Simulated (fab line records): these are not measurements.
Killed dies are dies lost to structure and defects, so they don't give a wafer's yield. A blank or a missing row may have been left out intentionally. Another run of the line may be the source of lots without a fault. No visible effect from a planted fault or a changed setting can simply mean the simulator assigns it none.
What tool caused it? :: flow gf180mcu :: route of 602 steps, sampled at 1 step: 14 lots, 42 wafers

## WHAT EACH GAUGE READ, for each wafer
GF_CONTACT_BOW_MEAS_05.
lot: L201
measured: day 15 04:02
on: film_metro-04
CONTACT_BOW (um): 67 64 62

lot: L202
measured: day 15 10:10
on: film_metro-01
CONTACT_BOW (um): 67 61 72

lot: L203
measured: day 15 21:17
on: film_metro-04
CONTACT_BOW (um): 67 66 64

lot: L205
measured: day 16 16:40
on: film_metro-02
CONTACT_BOW (um): 64 68 78

lot: L206
measured: day 17 01:22
on: film_metro-04
CONTACT_BOW (um): 56 68 64

lot: L207
measured: day 17 11:07
on: film_metro-01
CONTACT_BOW (um): 59 68 68

lot: L208
measured: day 17 16:56
on: film_metro-01
CONTACT_BOW (um): 66 65 60

lot: L209
measured: day 18 04:40
on: film_metro-04
CONTACT_BOW (um): 69 76 67

lot: L210
measured: day 18 07:32
on: film_metro-04
CONTACT_BOW (um): 65 58 72

lot: L216
measured: day 20 23:29
on: film_metro-04
CONTACT_BOW (um): 71 79 70

lot: L217
measured: day 21 01:14
on: film_metro-02
CONTACT_BOW (um): 71 61 65

lot: L220
measured: day 22 08:20
on: film_metro-01
CONTACT_BOW (um): 55 57 52

lot: L222
measured: day 22 18:56
on: film_metro-02
CONTACT_BOW (um): 60 62 68

lot: L224
measured: day 23 05:22
on: film_metro-02
CONTACT_BOW (um): 61 58 66

## WHICH TOOL RAN EACH LOT (tool, then ch and the chambers of the sampled wafers, then the start)
The record shows no process step preceding these readings.

## AS READ BY THE TOOLS THEMSELVES (means over the sampled wafers that have a number; for cases with no such wafer, the mark the record gives instead)
The record holds no such reading with a usual standard deviation.

## THE ANSWER, worked out from the rows above alone
Rule: usual is defined by the lots themselves. Put in order of their means at a reading, lots are off if they are a third of the lots or fewer, leave a main group of 4 or more, and stand apart from it by a gap of 3 or more times the standard deviation of the main group's means; of several such gaps the widest counts. The tables above print the reading to a certain number of digits; a main group whose means all agree to those digits is not used. Also off: a lot with no number at a reading for which 4 or more lots have one. Where the step has rows for the other lots, those lots are counted as sound. First the gauges in route order, then the tools' own readings, where a lot's mean is used as printed above. At the first step where some lot is off, the reading lying furthest off is the one used; lots without a number count as furthest.
No lot is off on any of the readings shown, so nothing can be concluded from this.

## WHAT THE SIMULATOR PUT IN
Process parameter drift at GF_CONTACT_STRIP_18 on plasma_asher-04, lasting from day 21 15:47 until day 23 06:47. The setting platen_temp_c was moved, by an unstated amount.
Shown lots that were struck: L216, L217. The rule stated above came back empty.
